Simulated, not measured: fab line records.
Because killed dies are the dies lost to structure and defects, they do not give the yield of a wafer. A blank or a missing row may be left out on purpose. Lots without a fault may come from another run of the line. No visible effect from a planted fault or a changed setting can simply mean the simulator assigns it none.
Which tool was responsible? | flow sky130 | 6 lots with 18 wafers sampled at 3 steps, on a route of 708 steps

## WHAT THE GAUGES SHOWED, per wafer
SKY_VT_ADJUST_NCORE_TW_MEAS_11.
lot  | measured     | on            | VT_ADJUST_NCORE_TW
L199 | day 8 17:40  | film_metro-02 | 218.1 217.7 218.6
L201 | day 9 05:42  | film_metro-02 | 216.2 216.3 215.3
L208 | day 11 13:25 | film_metro-02 | 118.1 118.6 119.0
L214 | day 13 06:56 | film_metro-01 | 220.7 219.6 221.1
L217 | day 14 04:13 | film_metro-02 | 218.5 219.3 219.7
L221 | day 15 05:28 | film_metro-02 | 219.9 219.8 218.4

## TOOL THAT RAN EACH LOT (tool first, then ch and the chambers of the sampled wafers, then the start)
lot  | SKY_VT_ADJUST_LVTN_STRIP_09          | SKY_VT_ADJUST_NCORE_IMPLANT_09
L199 | plasma_asher-03 ch 0, day 7 01:34    | implanter-02 ch 0, day 8 17:26
L201 | plasma_asher-02 ch 0,1, day 7 13:02  | implanter-04 ch 0, day 9 05:27
L208 | plasma_asher-03 ch 0,1, day 9 15:43  | implanter-04 ch 0, day 11 13:11
L214 | plasma_asher-02 ch 0,1, day 11 06:40 | implanter-03 ch 0, day 13 06:41
L217 | plasma_asher-03 ch 0,1, day 12 01:23 | implanter-02 ch 0, day 14 03:58
L221 | plasma_asher-03 ch 0, day 13 01:47   | implanter-04 ch 0, day 15 05:13
- SKY_VT_ADJUST_LVTN_STRIP_09: strips in O2/N2.
- SKY_VT_ADJUST_NCORE_IMPLANT_09

## THE ANSWER, worked out from the rows above alone
Rule: what is usual is taken from the lots themselves. Put in order of their means at a reading, lots are off if they are a third of the lots or fewer, leave a main group of 4 or more, and stand apart from it by a gap of 3 or more times the standard deviation of the main group's means; of several such gaps the widest counts. If all means in a main group match to the digits the tables above print for the reading, that group is not used. A lot without any number at a reading at which 4 lots or more have one is off too. The other lots that the step has rows for count as sound.
Off: L208, seen at SKY_VT_ADJUST_NCORE_TW_MEAS_11 (VT_ADJUST_NCORE_TW). Main group: mean 218.6, sd 1.5.
A tool fits if, at a process step before that reading, it ran every lot that is off, and no sound lot after the first of them. Gauges at SKY_VT_ADJUST_NCORE_TW_MEAS_11: tried the same way as those tools. None of those tried fits.

## WHAT HAD BEEN PUT IN BY THE SIMULATOR
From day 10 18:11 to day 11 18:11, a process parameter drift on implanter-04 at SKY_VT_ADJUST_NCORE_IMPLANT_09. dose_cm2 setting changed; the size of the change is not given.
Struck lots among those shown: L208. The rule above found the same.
